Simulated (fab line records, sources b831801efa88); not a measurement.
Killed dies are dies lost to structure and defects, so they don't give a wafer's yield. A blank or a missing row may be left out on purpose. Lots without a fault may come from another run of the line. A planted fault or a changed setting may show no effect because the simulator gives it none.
fab line records | flow gf180mcu
record lots=5 wafers=15 last_day=34
route steps=602 shown STI@27 DNWELL@32 NWELL@42 LVPWELL@54
lots that met no fault: from a run of the same line without faults
start_h: hours from the record's first day to the start of the lot's first wafer shown | wait_h: hours since the lot's step before | " the same as in the row above | L1.1+2: a row that stands for several wafers | - no value, or no start given | * or withheld: withheld | < > ~ a bound
route shown NAME@n: a module of which the file shows steps, and the number in the route of the first | usual: mean/standard deviation of fault-free wafers | same: alike in all rows | chamber/n: place in a boat | sites: the reading at each site | _std_site: their standard deviation | _edge_site: outer sites' mean less inner sites' | radius_mm: how far each site lies from the wafer's centre | mask NAME#n: copy n | behind: the tool/chamber that last shaped the wafer | hold: why the lot was held/for how many hours/how that ended | device: the transistor (n, p or np) that didn't switch | end of line: the same wafers' tests at the end of the route | a step without rows: its recipe alone | killed: dies lost to structure and defects at the first sort, not the wafer's yield | map: a wafer's dies, x killed, . not, _ none there
set.NAME: the setting as run; set.NAME@STEP: as run at that earlier step | model.NAME: the simulator's own value behind a step, which no gauge read
lots at some steps of the route; a table a step, a row a wafer
services: from which hour (start_h, from the record's first day; less than 0 if before it) a tool's chamber was out of use, for how many hours, and why
## steps
# step GF_STI_WET_ETCH_26
# recipe chemistry=dHF target_depth_nm=94 target=SiO2 temp_c=25 dilution=10:1 time_s=188
# columns lot.wafer tool chamber start_h wait_h
L077.2+4+6 wet_bench-01 1 43.17 0.1
L078.1+4+6 wet_bench-01 3 48.24 0.2
L083.2+5+6 wet_bench-01 3 74.40 0.1
L089.1+2+3 wet_bench-04 3 106.91 0.2
L096.1+2+6 wet_bench-04 0 140.78 0.2
# step GF_STI_WET_ETCH_27
# recipe chemistry=H3PO4 target_depth_nm=160 target=Si3N4 temp_c=160 time_s=1825
# columns lot.wafer tool chamber start_h wait_h
L077.2+4+6 wet_bench-04 3 43.23 0.0
L078.1+4+6 wet_bench-02 3 48.30 0.0
L083.2+5+6 wet_bench-04 0 74.47 0.0
L089.1+2+3 wet_bench-01 0 106.97 0.0
L096.1+2+6 wet_bench-01 2 140.85 0.0
# step GF_STI_WET_ETCH_28
# recipe chemistry=dHF target_depth_nm=20 dry=ipa_marangoni target=SiO2 temp_c=25 dilution=10:1 time_s=40
# columns lot.wafer tool chamber start_h wait_h
L077.2+4+6 wet_bench-02 2 43.75 0.0
L078.1+4+6 wet_bench-04 1 48.81 0.0
L083.2+5+6 wet_bench-02 3 74.99 0.0
L089.1+2+3 wet_bench-02 0 107.48 0.0
L096.1+2+6 wet_bench-02 3 141.36 0.0
# step GF_STI_OXIDATION_29
# recipe temp_c=900 ambient=O2 stabilise_s=600 purge_s=300 target_thk_a=100 ox_time_s=1418
# usual spike_tc_lower_C=900.9/0.99 zone_power_centre_pct=18.6/0.44
# columns lot.wafer tool chamber start_h wait_h spike_tc_lower_C zone_power_centre_pct
L077.2 furnace-02 0 44.75 1.0 899.1 18.9
L077.4 " 0 " " 899.3 19.0
L077.6 " 0 " " 901.6 19.1
L078.1 furnace-02 0 48.83 0.0 900.4 19.3
L078.4 " 0 " " 901.4 19.2
L078.6 " 0 " " 900.5 18.8
L083.2 furnace-02 0 76.46 1.5 901.0 18.7
L083.5 " 0 " " 900.4 19.1
L083.6 " 0 " " 901.6 19.2
L089.1 furnace-02 0 107.50 0.0 902.9 19.0
L089.2 " 0 " " 900.3 19.0
L089.3 " 0 " " 900.7 18.9
L096.1 furnace-01 0 141.51 0.1 900.1 18.2
L096.2 " 0 " " 899.9 18.3
L096.6 " 0 " " 900.2 18.0
# step GF_STI_THK_MEAS_30
# recipe reads=SiO2_of_STI_OXIDATION_29
# usual STI_OXIDATION_02_THK=10.02/0.19
# columns lot.wafer tool chamber start_h wait_h STI_OXIDATION_02_THK[nm]
L077.2 film_metro-04 - 46.15 0.0 10.12
L077.4 " - " " 9.74
L077.6 " - " " 9.94
L078.1 film_metro-02 - 50.23 0.0 10.04
L078.4 " - " " 9.90
L078.6 " - " " 10.08
L083.2 film_metro-02 - 77.87 0.0 10.08
L083.5 " - " " 10.00
L083.6 " - " " 10.12
L089.1 film_metro-01 - 108.92 0.0 9.99
L089.2 " - " " 10.08
L089.3 " - " " 10.08
L096.1 film_metro-02 - 142.91 0.0 9.89
L096.2 " - " " 9.87
L096.6 " - " " 9.63
# step GF_DNWELL_DEHYDRATE_00
# recipe temp_c=200 time_s=60
# usual chill_plate_temp_C=23.00/0.11
# columns lot.wafer tool chamber start_h wait_h chill_plate_temp_C
L077.2 litho_track-03 0 51.90 5.7 22.94
L077.4 " 0 " " 22.93
L077.6 " 0 " " 23.03
L078.1 litho_track-02 0 55.62 5.4 23.13
L078.4 " 0 " " 23.05
L078.6 " 0 " " 23.08
L083.2 litho_track-02 0 84.29 6.4 23.14
L083.5 " 0 " " 23.11
L083.6 " 0 " " 22.99
L089.1 litho_track-03 0 115.38 6.5 22.94
L089.2 " 0 " " 22.83
L089.3 " 0 " " 22.78
L096.1 litho_track-03 0 150.23 7.3 22.90
L096.2 " 0 " " 22.93
L096.6 " 0 " " 22.89
# step GF_DNWELL_HMDS_01
# recipe prime_time_s=60 prime_temp_c=120
# usual chill_plate_temp_C=23.01/0.099
# same prime_time_s=60
# columns lot.wafer tool chamber start_h wait_h chill_plate_temp_C
L077.2 litho_track-03 0 52.05 0.1 23.09
L077.4 " 0 " " 23.05
L077.6 " 0 " " 23.11
L078.1 litho_track-02 0 55.77 0.1 23.06
L078.4 " 0 " " 23.09
L078.6 " 0 " " 22.97
L083.2 litho_track-02 0 84.44 0.1 23.03
L083.5 " 0 " " 23.11
L083.6 " 0 " " 22.96
L089.1 litho_track-03 0 115.53 0.1 22.90
L089.2 " 0 " " 23.06
L089.3 " 0 " " 22.84
L096.1 litho_track-03 0 150.38 0.1 23.06
L096.2 " 0 " " 23.17
L096.6 " 0 " " 23.19
# step GF_DNWELL_COAT_02
# recipe spin_rpm=2000 resist_thk_nm=3000
# usual chill_plate_temp_C=22.99/0.11
# columns lot.wafer tool chamber start_h wait_h chill_plate_temp_C
L077.2 litho_track-03 0 52.20 0.1 22.90
L077.4 " 0 " " 23.21
L077.6 " 0 " " 22.92
L078.1 litho_track-02 0 55.92 0.1 22.92
L078.4 " 0 " " 23.02
L078.6 " 0 " " 23.13
L083.2 litho_track-02 0 84.59 0.1 23.12
L083.5 " 0 " " 23.07
L083.6 " 0 " " 23.06
L089.1 litho_track-03 0 115.68 0.1 23.08
L089.2 " 0 " " 22.97
L089.3 " 0 " " 23.20
L096.1 litho_track-03 0 150.53 0.1 23.01
L096.2 " 0 " " 23.05
L096.6 " 0 " " 23.13
# step GF_DNWELL_SOFTBAKE_03
# recipe temp_c=110 time_s=withheld
# usual chill_plate_temp_C=22.98/0.11
# columns lot.wafer tool chamber start_h wait_h chill_plate_temp_C
L077.2 litho_track-03 0 52.36 0.1 22.86
L077.4 " 0 " " 22.90
L077.6 " 0 " " 22.87
L078.1 litho_track-02 0 56.07 0.1 23.05
L078.4 " 0 " " 23.02
L078.6 " 0 " " 23.02
L083.2 litho_track-02 0 84.75 0.1 22.85
L083.5 " 0 " " 22.98
L083.6 " 0 " " 22.91
L089.1 litho_track-03 0 115.83 0.1 23.04
L089.2 " 0 " " 22.96
L089.3 " 0 " " 23.06
L096.1 litho_track-03 0 150.68 0.1 22.99
L096.2 " 0 " " 22.99
L096.6 " 0 " " 22.92
# step GF_DNWELL_EXPOSE_04
# recipe mask_id=DNWELL target_cd_nm=1700 na=0.6 source_shape=conventional sigma_outer=0.6 dose_mj=260
# usual exposure_dose_mJ_cm2=260.00/0.26
# columns lot.wafer tool chamber start_h wait_h mask exposure_dose_mJ_cm2
L077.2 iline_stepper-01 0 - - DNWELL#0 259.49
L077.4 " 0 " " DNWELL#0 260.06
L077.6 " 0 " " DNWELL#0 259.54
L078.1 iline_stepper-01 0 - - DNWELL#0 259.52
L078.4 " 0 " " DNWELL#0 260.34
L078.6 " 0 " " DNWELL#0 260.12
L083.2 iline_stepper-02 0 - - DNWELL#0 259.84
L083.5 " 0 " " DNWELL#0 259.75
L083.6 " 0 " " DNWELL#0 260.12
L089.1 iline_stepper-02 0 - - DNWELL#0 259.81
L089.2 " 0 " " DNWELL#0 259.78
L089.3 " 0 " " DNWELL#0 260.17
L096.1 iline_stepper-02 0 - - DNWELL#0 259.93
L096.2 " 0 " " DNWELL#0 259.83
L096.6 " 0 " " DNWELL#0 259.90
# step GF_DNWELL_PEB_05
# recipe temp_c=115 time_s=withheld
# usual chill_plate_temp_C=22.99/0.12
# columns lot.wafer tool chamber start_h wait_h chill_plate_temp_C
L077.2 litho_track-03 0 - - 22.81
L077.4 " 0 " " 22.96
L077.6 " 0 " " 22.84
L078.1 litho_track-03 0 - - 22.92
L078.4 " 0 " " 23.17
L078.6 " 0 " " 23.23
L083.2 litho_track-03 0 - - 23.07
L083.5 " 0 " " 23.13
L083.6 " 0 " " 23.12
L089.1 litho_track-01 0 - - 22.95
L089.2 " 0 " " 23.02
L089.3 " 0 " " 23.14
L096.1 litho_track-02 0 - - 23.09
L096.2 " 0 " " 23.03
L096.6 " 0 " " 23.09
# step GF_DNWELL_DEVELOP_06
# recipe wall_angle_deg=90 develop_time_s=60 dev_temp_c=23
# usual chill_plate_temp_C=23.02/0.13
# columns lot.wafer tool chamber start_h wait_h chill_plate_temp_C
L077.2 litho_track-03 0 - - 22.95
L077.4 " 0 " " 23.14
L077.6 " 0 " " 23.02
L078.1 litho_track-03 0 - - 23.04
L078.4 " 0 " " 23.00
L078.6 " 0 " " 23.22
L083.2 litho_track-03 0 - - 23.14
L083.5 " 0 " " 23.03
L083.6 " 0 " " 23.11
L089.1 litho_track-01 0 - - 22.97
L089.2 " 0 " " 22.88
L089.3 " 0 " " 23.01
L096.1 litho_track-02 0 - - 23.19
L096.2 " 0 " " 23.04
L096.6 " 0 " " 23.16
# step GF_DNWELL_IMPLANT_07
# recipe species=P energy_kev=1500 dose_cm2=1e+13 tilt_deg=0
# same implant_ion_amu=31
# columns lot.wafer tool chamber start_h wait_h
L077.2+4+6 implanter-03 0 58.80 -
L078.1+4+6 implanter-04 0 63.08 -
L083.2+5+6 implanter-04 0 91.20 -
L089.1+2+3 implanter-02 0 123.70 -
L096.1+2+6 implanter-03 0 159.12 -
# step GF_DNWELL_STRIP_08
# recipe chemistry=O2/N2 power_w=1400 pressure_mtorr=1500 platen_temp_c=252.2 o2_flow_sccm=3000 n2_flow_sccm=300 overash_fraction=0.5
# usual drypump_motor_current_A=5.7/0.58 heater_power_w=343/32 oes_product_au=0.743/0.0042 strip_time_to_endpoint_s=35.50/0.095
# columns lot.wafer tool chamber start_h wait_h drypump_motor_current_A heater_power_w oes_product_au rf_hours_counter_h strip_time_to_endpoint_s
L077.2 plasma_asher-03 0 58.93 0.1 5.6 368 0.739 29 35.34
L077.4 " 1 " " 5.5 300 0.742 - 35.33
L077.6 " 0 " " 5.6 371 0.737 - 35.34
L078.1 plasma_asher-01 1 63.23 0.1 5.2 364 0.748 42 35.44
L078.4 " 1 " " 5.2 353 0.743 - 35.40
L078.6 " 1 " " 5.2 360 0.743 - 35.46
L083.2 plasma_asher-03 0 91.33 0.1 5.5 380 0.742 33 35.27
L083.5 " 0 " " 5.5 369 0.744 - 35.31
L083.6 " 1 " " 5.6 298 0.741 - 35.42
L089.1 plasma_asher-03 0 123.85 0.1 5.6 378 0.733 37 35.47
L089.2 " 1 " " 5.5 303 0.750 37 35.38
L089.3 " 0 " " 5.6 367 0.743 - 35.36
L096.1 plasma_asher-03 1 159.27 0.1 5.5 301 0.745 42 35.59
L096.2 " 0 " " 5.6 367 0.747 42 35.58
L096.6 " 0 " " 5.6 365 0.740 - 35.52
# step GF_DNWELL_TW_MEAS_09
# usual DNWELL_TW=1357/11
# columns lot.wafer tool chamber start_h wait_h DNWELL_TW
L077.2 film_metro-02 - 59.04 0.1 1357
L077.4 " - " " 1361
L077.6 " - " " 1359
L078.1 film_metro-02 - 63.33 0.1 1364
L078.4 " - " " 1358
L078.6 " - " " 1357
L083.2 film_metro-02 - 91.44 0.1 1348
L083.5 " - " " 1347
L083.6 " - " " 1356
L089.1 film_metro-01 - 123.95 0.1 1334
L089.2 " - " " 1327
L089.3 " - " " 1342
L096.1 film_metro-02 - 159.37 0.1 1373
L096.2 " - " " 1374
L096.6 " - " " 1368
# step GF_NWELL_DEHYDRATE_00
# recipe temp_c=200 time_s=60
# usual chill_plate_temp_C=23.00/0.1
# columns lot.wafer tool chamber start_h wait_h chill_plate_temp_C
L077.2 litho_track-04 0 65.15 6.1 23.04
L077.4 " 0 " " 22.97
L077.6 " 0 " " 22.92
L078.1 litho_track-04 0 69.37 6.0 23.00
L078.4 " 0 " " 23.04
L078.6 " 0 " " 23.06
L083.2 litho_track-03 0 97.70 6.3 22.71
L083.5 " 0 " " 22.77
L083.6 " 0 " " 22.92
L089.1 litho_track-01 0 131.35 7.4 23.00
L089.2 " 0 " " 23.01
L089.3 " 0 " " 23.02
L096.1 litho_track-01 0 166.74 7.4 22.94
L096.2 " 0 " " 22.88
L096.6 " 0 " " 22.75
# step GF_NWELL_HMDS_01
# recipe prime_time_s=60 prime_temp_c=120
# usual chill_plate_temp_C=23.02/0.097
# same prime_time_s=60
# columns lot.wafer tool chamber start_h wait_h chill_plate_temp_C
L077.2 litho_track-04 0 65.30 0.1 23.12
L077.4 " 0 " " 23.30
L077.6 " 0 " " 23.19
L078.1 litho_track-04 0 69.52 0.1 23.08
L078.4 " 0 " " 23.06
L078.6 " 0 " " 23.07
L083.2 litho_track-03 0 97.85 0.1 23.09
L083.5 " 0 " " 23.01
L083.6 " 0 " " 22.89
L089.1 litho_track-01 0 131.50 0.1 23.08
L089.2 " 0 " " 23.18
L089.3 " 0 " " 22.81
L096.1 litho_track-01 0 166.89 0.1 22.85
L096.2 " 0 " " 23.06
L096.6 " 0 " " 22.98
# step GF_NWELL_COAT_02
# recipe spin_rpm=2000 resist_thk_nm=3000
# usual chill_plate_temp_C=22.99/0.12
# columns lot.wafer tool chamber start_h wait_h chill_plate_temp_C
L077.2 litho_track-04 0 65.45 0.1 23.00
L077.4 " 0 " " 22.78
L077.6 " 0 " " 22.89
L078.1 litho_track-04 0 69.67 0.1 22.92
L078.4 " 0 " " 22.99
L078.6 " 0 " " 22.96
L083.2 litho_track-03 0 98.00 0.1 23.04
L083.5 " 0 " " 23.04
L083.6 " 0 " " 23.03
L089.1 litho_track-01 0 131.65 0.1 23.17
L089.2 " 0 " " 23.06
L089.3 " 0 " " 23.02
L096.1 litho_track-01 0 167.04 0.1 23.06
L096.2 " 0 " " 22.99
L096.6 " 0 " " 23.13
# step GF_NWELL_SOFTBAKE_03
# recipe temp_c=110 time_s=withheld
# usual chill_plate_temp_C=23.01/0.096
# columns lot.wafer tool chamber start_h wait_h chill_plate_temp_C
L077.2 litho_track-04 0 65.61 0.1 23.24
L077.4 " 0 " " 23.06
L077.6 " 0 " " 22.91
L078.1 litho_track-04 0 69.82 0.1 22.93
L078.4 " 0 " " 23.09
L078.6 " 0 " " 23.03
L083.2 litho_track-03 0 98.16 0.1 23.09
L083.5 " 0 " " 23.11
L083.6 " 0 " " 23.09
L089.1 litho_track-01 0 131.80 0.1 23.10
L089.2 " 0 " " 23.02
L089.3 " 0 " " 22.87
L096.1 litho_track-01 0 167.19 0.1 23.06
L096.2 " 0 " " 23.04
L096.6 " 0 " " 23.08
# step GF_NWELL_EXPOSE_04
# recipe mask_id=Nwell target_cd_nm=860 na=0.6 source_shape=conventional sigma_outer=0.6 dose_mj=260
# usual exposure_dose_mJ_cm2=260.05/0.25
# columns lot.wafer tool chamber start_h wait_h mask exposure_dose_mJ_cm2
L077.2 iline_stepper-02 0 - - Nwell#0 260.01
L077.4 " 0 " " Nwell#0 260.01
L077.6 " 0 " " Nwell#0 260.17
L078.1 iline_stepper-01 0 - - Nwell#0 260.39
L078.4 " 0 " " Nwell#0 259.91
L078.6 " 0 " " Nwell#0 259.83
L083.2 iline_stepper-01 0 - - Nwell#0 260.30
L083.5 " 0 " " Nwell#0 260.14
L083.6 " 0 " " Nwell#0 260.59
L089.1 iline_stepper-01 0 - - Nwell#0 260.18
L089.2 " 0 " " Nwell#0 259.78
L089.3 " 0 " " Nwell#0 259.95
L096.1 iline_stepper-01 0 - - Nwell#0 259.92
L096.2 " 0 " " Nwell#0 260.33
L096.6 " 0 " " Nwell#0 260.17
# step GF_NWELL_PEB_05
# recipe temp_c=115 time_s=withheld
# usual chill_plate_temp_C=23.02/0.11
# columns lot.wafer tool chamber start_h wait_h chill_plate_temp_C
L077.2 litho_track-03 0 - - 23.03
L077.4 " 0 " " 23.09
L077.6 " 0 " " 23.13
L078.1 litho_track-03 0 - - 23.14
L078.4 " 0 " " 23.02
L078.6 " 0 " " 23.15
L083.2 litho_track-03 0 - - 22.90
L083.5 " 0 " " 22.84
L083.6 " 0 " " 23.08
L089.1 litho_track-03 0 - - 22.95
L089.2 " 0 " " 22.82
L089.3 " 0 " " 22.82
L096.1 litho_track-03 0 - - 22.95
L096.2 " 0 " " 23.11
L096.6 " 0 " " 23.02
# step GF_NWELL_DEVELOP_06
# recipe wall_angle_deg=90 develop_time_s=60 dev_temp_c=23
# usual chill_plate_temp_C=22.99/0.11
# columns lot.wafer tool chamber start_h wait_h chill_plate_temp_C
L077.2 litho_track-03 0 - - 23.16
L077.4 " 0 " " 23.09
L077.6 " 0 " " 23.16
L078.1 litho_track-03 0 - - 22.90
L078.4 " 0 " " 22.96
L078.6 " 0 " " 22.89
L083.2 litho_track-03 0 - - 23.11
L083.5 " 0 " " 23.04
L083.6 " 0 " " 23.07
L089.1 litho_track-03 0 - - 22.95
L089.2 " 0 " " 23.04
L089.3 " 0 " " 22.94
L096.1 litho_track-03 0 - - 23.05
L096.2 " 0 " " 23.04
L096.6 " 0 " " 22.99
# step GF_NWELL_OVL_MEAS_07
# usual NWELL_OVL=1.1/1.3
# columns lot.wafer tool chamber start_h wait_h NWELL_OVL[nm]
L077.2 overlay-01 - 71.64 - 2.0
L077.4 " - " " 4.2
L077.6 " - " " 4.3
L078.1 overlay-01 - 76.23 - -0.5
L078.4 " - " " 2.1
L078.6 " - " " 1.6
L083.2 overlay-01 - 105.38 - 2.4
L083.5 " - " " 2.2
L083.6 " - " " 2.9
L089.1 overlay-02 - 139.03 - -0.3
L089.2 " - " " -0.4
L089.3 " - " " -2.5
L096.1 overlay-01 - 175.93 - 1.1
L096.2 " - " " 2.5
L096.6 " - " " 0.3
# step GF_NWELL_IMPLANT_08
# recipe species=P energy_kev=450 dose_cm2=1.5e+13 tilt_deg=0
# same implant_ion_amu=31
# columns lot.wafer tool chamber start_h wait_h
L077.2+4+6 implanter-01 0 71.69 0.0
L078.1+4+6 implanter-03 0 76.27 0.0
L083.2+5+6 implanter-03 0 105.44 0.0
L089.1+2+3 implanter-02 0 139.06 0.0
L096.1+2+6 implanter-01 0 175.96 0.0
# step GF_NWELL_IMPLANT_09
# recipe species=P energy_kev=160 dose_cm2=4e+12 tilt_deg=0
# same implant_ion_amu=31
# columns lot.wafer tool chamber start_h wait_h
L077.2+4+6 implanter-01 0 71.84 0.1
L078.1+4+6 implanter-03 0 76.42 0.1
L083.2+5+6 implanter-03 0 105.59 0.1
L089.1+2+3 implanter-02 0 139.21 0.1
L096.1+2+6 implanter-01 0 176.11 0.1
# step GF_NWELL_STRIP_10
# recipe chemistry=O2/N2 power_w=1400 pressure_mtorr=1500 platen_temp_c=250 o2_flow_sccm=3000 n2_flow_sccm=300 overash_fraction=0.5
# usual drypump_motor_current_A=5.6/0.6 heater_power_w=333/23 oes_product_au=0.723/0.0045 strip_time_to_endpoint_s=36.95/0.094
# columns lot.wafer tool chamber start_h wait_h drypump_motor_current_A heater_power_w oes_product_au rf_hours_counter_h strip_time_to_endpoint_s
L077.2 plasma_asher-04 1 71.97 0.1 6.5 311 0.720 44 36.87
L077.4 " 1 " " 6.6 325 0.713 - 36.91
L077.6 " 1 " " 6.6 310 0.724 - 36.97
L078.1 plasma_asher-02 0 76.57 0.1 5.4 332 0.723 33 36.93
L078.4 " 0 " " 5.4 328 0.713 - 36.97
L078.6 " 0 " " 5.4 345 0.721 - 36.95
L083.2 plasma_asher-04 0 105.71 0.1 4.9 352 0.728 48 37.13
L083.5 " 1 " " 6.6 318 0.725 - 37.06
L083.6 " 0 " " 5.0 353 0.721 - 37.10
L089.1 plasma_asher-04 0 139.36 0.1 5.0 346 0.721 52 36.82
L089.2 " 1 " " 6.6 307 0.720 52 36.93
L089.3 " 1 " " 6.6 310 0.722 - 36.90
L096.1 plasma_asher-03 1 176.26 0.1 5.5 287 0.719 44 36.88
L096.2 " 0 " " 5.6 359 0.716 44 36.93
L096.6 " 1 " " 5.5 282 0.715 - 36.97
# step GF_NWELL_TW_MEAS_11
# usual NWELL_TW=1564/13
# columns lot.wafer tool chamber start_h wait_h NWELL_TW
L077.2 film_metro-04 - 72.08 0.1 1554
L077.4 " - " " 1554
L077.6 " - " " 1555
L078.1 film_metro-01 - 76.67 0.1 1562
L078.4 " - " " 1566
L078.6 " - " " 1562
L083.2 film_metro-01 - 105.82 0.1 1552
L083.5 " - " " 1547
L083.6 " - " " 1549
L089.1 film_metro-01 - 139.46 0.1 1562
L089.2 " - " " 1559
L089.3 " - " " 1561
L096.1 film_metro-01 - 176.36 0.1 1564
L096.2 " - " " 1567
L096.6 " - " " 1559
# step GF_LVPWELL_DEHYDRATE_00
# recipe temp_c=200 time_s=60
# usual chill_plate_temp_C=23.02/0.12
# columns lot.wafer tool chamber start_h wait_h chill_plate_temp_C
L077.2 litho_track-04 0 78.00 5.9 23.03
L077.4 " 0 " " 22.95
L077.6 " 0 " " 23.04
L078.1 litho_track-02 0 82.67 6.0 22.97
L078.4 " 0 " " 23.02
L078.6 " 0 " " 22.95
L083.2 litho_track-02 0 112.39 6.6 23.26
L083.5 " 0 " " 23.14
L083.6 " 0 " " 23.07
L089.1 litho_track-01 0 147.15 7.7 22.87
L089.2 " 0 " " 22.97
L089.3 " 0 " " 22.95
L096.1 litho_track-02 0 184.42 8.0 23.04
L096.2 " 0 " " 23.05
L096.6 " 0 " " 22.92
# step GF_LVPWELL_HMDS_01
# recipe prime_time_s=60 prime_temp_c=120
# usual chill_plate_temp_C=23.01/0.12
# same prime_time_s=60
# columns lot.wafer tool chamber start_h wait_h chill_plate_temp_C
L077.2 litho_track-04 0 78.15 0.1 23.21
L077.4 " 0 " " 23.25
L077.6 " 0 " " 23.14
L078.1 litho_track-02 0 82.82 0.1 22.93
L078.4 " 0 " " 22.80
L078.6 " 0 " " 22.91
L083.2 litho_track-02 0 112.54 0.1 23.15
L083.5 " 0 " " 23.08
L083.6 " 0 " " 23.12
L089.1 litho_track-01 0 147.30 0.1 23.11
L089.2 " 0 " " 23.06
L089.3 " 0 " " 22.92
L096.1 litho_track-02 0 184.57 0.1 22.90
L096.2 " 0 " " 22.88
L096.6 " 0 " " 22.93
# step GF_LVPWELL_COAT_02
# recipe spin_rpm=1982 resist_thk_nm=3000
# usual chill_plate_temp_C=23.00/0.1
# columns lot.wafer tool chamber start_h wait_h chill_plate_temp_C
L077.2 litho_track-04 0 78.30 0.1 22.98
L077.4 " 0 " " 23.07
L077.6 " 0 " " 23.00
L078.1 litho_track-02 0 82.97 0.1 22.98
L078.4 " 0 " " 23.10
L078.6 " 0 " " 23.15
L083.2 litho_track-02 0 112.69 0.1 22.84
L083.5 " 0 " " 22.98
L083.6 " 0 " " 22.80
L089.1 litho_track-01 0 147.45 0.1 22.97
L089.2 " 0 " " 23.05
L089.3 " 0 " " 23.09
L096.1 litho_track-02 0 184.72 0.1 23.06
L096.2 " 0 " " 23.04
L096.6 " 0 " " 23.03
# step GF_LVPWELL_SOFTBAKE_03
# recipe temp_c=110 time_s=withheld
# usual chill_plate_temp_C=23.00/0.12
# columns lot.wafer tool chamber start_h wait_h chill_plate_temp_C
L077.2 litho_track-04 0 78.46 0.1 23.12
L077.4 " 0 " " 22.89
L077.6 " 0 " " 23.05
L078.1 litho_track-02 0 83.12 0.1 22.87
L078.4 " 0 " " 22.83
L078.6 " 0 " " 22.83
L083.2 litho_track-02 0 112.85 0.1 22.87
L083.5 " 0 " " 23.07
L083.6 " 0 " " 23.19
L089.1 litho_track-01 0 147.60 0.1 22.96
L089.2 " 0 " " 22.85
L089.3 " 0 " " 22.93
L096.1 litho_track-02 0 184.87 0.1 22.87
L096.2 " 0 " " 23.04
L096.6 " 0 " " 22.84
# step GF_LVPWELL_EXPOSE_04
# recipe mask_id=LVPWELL target_cd_nm=600 na=0.6 source_shape=conventional sigma_outer=0.6 dose_mj=260
# usual exposure_dose_mJ_cm2=260.01/0.25
# columns lot.wafer tool chamber start_h wait_h mask exposure_dose_mJ_cm2
L077.2 iline_stepper-02 0 - - LVPWELL#0 260.00
L077.4 " 0 " " LVPWELL#0 260.35
L077.6 " 0 " " LVPWELL#0 260.12
L078.1 iline_stepper-01 0 - - LVPWELL#0 259.98
L078.4 " 0 " " LVPWELL#0 260.29
L078.6 " 0 " " LVPWELL#0 259.99
L083.2 iline_stepper-01 0 - - LVPWELL#0 259.97
L083.5 " 0 " " LVPWELL#0 260.15
L083.6 " 0 " " LVPWELL#0 259.85
L089.1 iline_stepper-02 0 - - LVPWELL#0 259.86
L089.2 " 0 " " LVPWELL#0 259.72
L089.3 " 0 " " LVPWELL#0 260.03
L096.1 iline_stepper-02 0 - - LVPWELL#0 260.03
L096.2 " 0 " " LVPWELL#0 259.67
L096.6 " 0 " " LVPWELL#0 259.69
# step GF_LVPWELL_PEB_05
# recipe temp_c=115 time_s=withheld
# usual chill_plate_temp_C=23.00/0.096
# columns lot.wafer tool chamber start_h wait_h chill_plate_temp_C
L077.2 litho_track-04 0 - - 22.97
L077.4 " 0 " " 22.97
L077.6 " 0 " " 22.92
L078.1 litho_track-02 0 - - 23.08
L078.4 " 0 " " 22.97
L078.6 " 0 " " 23.09
L083.2 litho_track-02 0 - - 22.98
L083.5 " 0 " " 22.97
L083.6 " 0 " " 22.96
L089.1 litho_track-01 0 - - 22.98
L089.2 " 0 " " 22.94
L089.3 " 0 " " 22.89
L096.1 litho_track-02 0 - - 22.98
L096.2 " 0 " " 22.87
L096.6 " 0 " " 22.94
# step GF_LVPWELL_DEVELOP_06
# recipe wall_angle_deg=90 develop_time_s=60 dev_temp_c=23
# usual chill_plate_temp_C=23.01/0.11
# columns lot.wafer tool chamber start_h wait_h chill_plate_temp_C
L077.2 litho_track-04 0 - - 23.09
L077.4 " 0 " " 23.08
L077.6 " 0 " " 22.98
L078.1 litho_track-02 0 - - 23.10
L078.4 " 0 " " 23.16
L078.6 " 0 " " 23.11
L083.2 litho_track-02 0 - - 23.02
L083.5 " 0 " " 22.84
L083.6 " 0 " " 22.97
L089.1 litho_track-01 0 - - 23.03
L089.2 " 0 " " 22.97
L089.3 " 0 " " 22.97
L096.1 litho_track-02 0 - - 23.06
L096.2 " 0 " " 23.02
L096.6 " 0 " " 23.11
# step GF_LVPWELL_OVL_MEAS_07
# usual LVPWELL_OVL=0.4/1.5
# columns lot.wafer tool chamber start_h wait_h LVPWELL_OVL[nm]
L077.2 overlay-02 - 85.53 - 1.3
L077.4 " - " " 1.2
L077.6 " - " " 1.6
L078.1 overlay-01 - 89.82 - 0.6
L078.4 " - " " -1.0
L078.6 " - " " -1.2
L083.2 overlay-01 - 120.22 - -1.2
L083.5 " - " " -1.8
L083.6 " - " " 0.4
L089.1 overlay-01 - 155.50 - -0.1
L089.2 " - " " 0.4
L089.3 " - " " 2.0
L096.1 overlay-01 - 192.37 - -0.6
L096.2 " - " " 0.6
L096.6 " - " " 0.3
# step GF_LVPWELL_IMPLANT_08
# recipe species=B energy_kev=170 dose_cm2=1.5e+13 tilt_deg=0
# same implant_ion_amu=11
# columns lot.wafer tool chamber start_h wait_h
L077.2+4+6 implanter-04 0 85.58 0.0
L078.1+4+6 implanter-04 0 89.86 0.0
L083.2+5+6 implanter-01 0 120.28 0.0
L089.1+2+3 implanter-04 0 155.53 0.0
L096.1+2+6 implanter-04 0 192.40 0.0
# step GF_LVPWELL_IMPLANT_09
# recipe species=B energy_kev=60 dose_cm2=5e+12 tilt_deg=0
# same implant_ion_amu=11
# columns lot.wafer tool chamber start_h wait_h
L077.2+4+6 implanter-04 0 85.73 0.1
L078.1+4+6 implanter-04 0 90.01 0.1
L083.2+5+6 implanter-01 0 120.43 0.1
L089.1+2+3 implanter-04 0 155.68 0.1
L096.1+2+6 implanter-04 0 192.55 0.1
## services
# columns tool chamber start_h hours kind
implanter-01 - 26.24 2.3 pm
implanter-03 - 36.48 1.8 repair
implanter-04 - 36.58 1.0 repair
plasma_asher-03 - 38.36 2.8 pm
implanter-01 - 42.43 4.2 pm
implanter-02 - 55.62 6.2 repair
furnace-02 - 57.88 3.6 pm
iline_stepper-01 - 72.64 8.0 repair
plasma_asher-01 - 73.45 1.2 repair
implanter-02 - 74.86 2.7 pm
iline_stepper-01 - 83.76 1.8 repair
iline_stepper-02 - 86.70 1.7 pm
plasma_asher-04 - 105.91 2.4 repair
plasma_asher-02 - 108.75 9.0 pm
plasma_asher-01 - 114.97 34.7 repair
plasma_asher-01 - 129.34 1.2 repair
plasma_asher-04 - 132.98 3.7 repair
implanter-02 - 140.71 4.2 pm
plasma_asher-02 - 143.14 4.3 pm
implanter-01 - 148.13 3.2 repair
implanter-01 - 155.05 0.6 repair
iline_stepper-02 - 156.59 4.3 pm
furnace-01 - 178.47 3.1 pm
furnace-01 - 181.61 3.5 pm
## key
fault none
